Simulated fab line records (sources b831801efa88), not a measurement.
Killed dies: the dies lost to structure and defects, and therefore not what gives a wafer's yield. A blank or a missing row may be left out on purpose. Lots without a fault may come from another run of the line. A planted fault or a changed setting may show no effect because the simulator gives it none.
The same fault as seen by 2 desks | flow gf180mcu | only its own numbers are on each desk; what lay behind them is given at the end

## DESK OF THE TOOL OWNER: rieDiel-01
The tool's own readings at GF_POLY_GATE_ETCH_12 (etches BARC in N2/H2): means of the sampled wafers that have a number, for each lot that ran on this tool. Marked OUT: a lot whose mean sits more than 4 standard deviations from the usual mean, which makes it out of limits; the brackets give that distance.
Columns: A = biasW at GF_POLY_GATE_ETCH_12, usual 100.01 W; B = drypumpMotorCurrentA at GF_POLY_GATE_ETCH_12, usual 5.8 A; C = h2FlowSccm at GF_POLY_GATE_ETCH_12, usual 200.1 sccm; D = oesProductAu at GF_POLY_GATE_ETCH_12, usual 0.736 a.u.; E = rfFwdPowerW at GF_POLY_GATE_ETCH_12, usual 495.8 W; F = throttleValvePct at GF_POLY_GATE_ETCH_12, usual 13.215 %
lot  | first seen here | A      | B   | C     | D     | E               | F
L647 | day 10 05:34    | 100.13 | 5.9 | 199.9 | 0.742 | 495.5           | 13.222
L653 | day 12 02:51    | 99.92  | 5.7 | 199.9 | 0.738 | 496.1           | 13.221
L655 | day 12 15:25    | 99.78  | 5.9 | 200.1 | 0.735 | 496.2           | 13.211
L657 | day 13 08:04    | 100.08 | 6.1 | 200.8 | 0.737 | 525.4 (+16) OUT | 13.217
L659 | day 13 17:30    | 100.04 | 5.7 | 200.8 | 0.736 | 549.2 (+30) OUT | 13.211
Finding of this desk: L657, L659 out of limits; the first was L657 at day 13 08:04, on rfFwdPowerW at GF_POLY_GATE_ETCH_12. In limits: L647, L653, L655.

## FROM THE METROLOGY DESK
Lot by lot, what the gauges showed, no matter which tool ran the lot: averages of those sampled wafers that carry a number. Marked OUT: a lot whose mean sits more than 4 standard deviations from the usual mean, which makes it out of limits; the brackets give that distance.
Columns: A = STI_CVD_23_THK at GF_STI_THK_MEAS_24, usual 651 nm; B = VT_IMPLANT_OVL at GF_VT_IMPLANT_OVL_MEAS_07, usual 0.4 nm
lot  | first seen here | A   | B
L645 | day 2 10:06     | 644 | 0.5
L647 | day 2 19:56     | 647 | -1.3
L648 | day 3 02:36     | 650 | 0.1
L649 | day 3 06:31     | 651 | -0.2
L653 | day 4 04:19     | 656 | 0.3
L655 | day 4 13:50     | 645 | 0.1
L657 | day 5 03:20     | 649 | 2.8
L659 | day 5 10:04     | 652 | -1.1
L663 | day 6 05:44     | 656 | 1.0
L664 | day 6 12:47     | 659 | 1.4
L665 | day 6 16:27     | 656 | 1.7
L666 | day 6 20:34     | 647 | -0.4
L667 | day 7 02:20     | 652 | 0.5
Finding of this desk: none of the 13 lots has anything out of limits.

## PUT TOGETHER
An alarm could have come from the tool owner's desk at day 13 08:04, on L657, L659.
From the metrology desk's view, nothing was out of limits.
The metrology desk holds a record of L657, L659, inside its limits.
On rieDiel-01, each named lot ran GF_POLY_GATE_ETCH_12.

## WHAT THE SIMULATOR HAD INSERTED
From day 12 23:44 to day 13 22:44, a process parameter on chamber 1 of rieDiel-01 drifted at GF_POLY_GATE_ETCH_12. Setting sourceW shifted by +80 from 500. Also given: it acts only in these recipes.
Shown lots that were struck: L657, L659.
Delay in hours, fault start to first out-of-limits reading, by desk: the tool owner's desk at 8.
